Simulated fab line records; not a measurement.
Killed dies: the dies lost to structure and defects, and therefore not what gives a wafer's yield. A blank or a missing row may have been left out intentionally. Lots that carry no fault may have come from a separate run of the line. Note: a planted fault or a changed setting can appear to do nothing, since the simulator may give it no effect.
One fault through the eyes of 2 desks + flow gf180mcu + each desk holds nothing but its own numbers, with what lay behind them at the end

DESK OF THE TOOL OWNER: pecvd-01
The tool's own readings at GF_SAB_CVD_00 (deposits SiO2 from TEOS, target thk 50 nm, time 4.9302 s): means of the sampled wafers that have a number, for each lot that ran on this tool. Any lot whose mean is over 4 standard deviations away from the usual mean is out of limits and marked OUT; that distance is given in the brackets.
Columns: A = heater_power_w at GF_SAB_CVD_00, usual 684 W
| lot  | first seen here | A   |
|------|-----------------|-----|
| L389 | day 18 03:28    | 732 |
| L396 | day 20 09:36    | 678 |
| L399 | day 21 11:36    | 724 |
This desk's finding: nothing out of limits on any of the 3 lots.

METROLOGY DESK
Means of the sampled wafers that have a number, per lot and without regard to the tool the lot ran on: this is what the gauges read. Any lot whose mean is over 4 standard deviations away from the usual mean is out of limits and marked OUT; that distance is given in the brackets. It has 8 readings; the 7 that lie furthest out on some lot are the ones shown.
Columns: A = cd_nm at GF_PSD_CD_MEAS_07, usual 399.8 nm; B = PSD_OVL at GF_PSD_OVL_MEAS_08, usual 0.1 nm; C = PSD_TW at GF_PSD_TW_MEAS_11, usual 3191; D = NSD_RS at GF_PSD_RS_MEAS_14, usual 46.11 ohm/sq; E = PSD_RS at GF_PSD_RS_MEAS_15, usual 108.50 ohm/sq; F = SAB_CVD_00_THK at GF_SAB_THK_MEAS_01, usual 50.3 nm; G = SAB_OVL at GF_SAB_OVL_MEAS_10, usual 0.7 nm
| lot  | first seen here | A     | B    | C    | D     | E      | F    | G    |
|------|-----------------|-------|------|------|-------|--------|------|------|
| L385 | day 16 20:43    | 396.2 | -0.4 | 3163 | 46.04 | 108.38 | 50.3 | -0.3 |
| L389 | day 18 02:35    | 405.8 | 0.7  | 3160 | 46.03 | 108.29 | 50.2 | 1.6  |
| L394 | day 19 18:07    | 401.4 | 1.2  | 3213 | 46.02 | 108.69 | 49.4 | 2.0  |
| L396 | day 20 08:46    | 399.8 | 1.3  | 3161 | 46.07 | 108.27 | 48.8 | -2.4 |
| L399 | day 21 10:47    | 402.1 | 1.1  | 3192 | 46.24 | 108.74 | 49.1 | 2.3  |
| L400 | day 21 15:55    | 396.5 | -0.6 | 3172 | 46.15 | 108.46 | 49.6 | 0.6  |
This desk's finding: nothing out of limits on any of the 6 lots.

PUT TOGETHER
The desk of the tool owner found nothing out of limits.
At the metrology desk, nothing out of limits was observed.

WHAT HAD BEEN PUT IN BY THE SIMULATOR
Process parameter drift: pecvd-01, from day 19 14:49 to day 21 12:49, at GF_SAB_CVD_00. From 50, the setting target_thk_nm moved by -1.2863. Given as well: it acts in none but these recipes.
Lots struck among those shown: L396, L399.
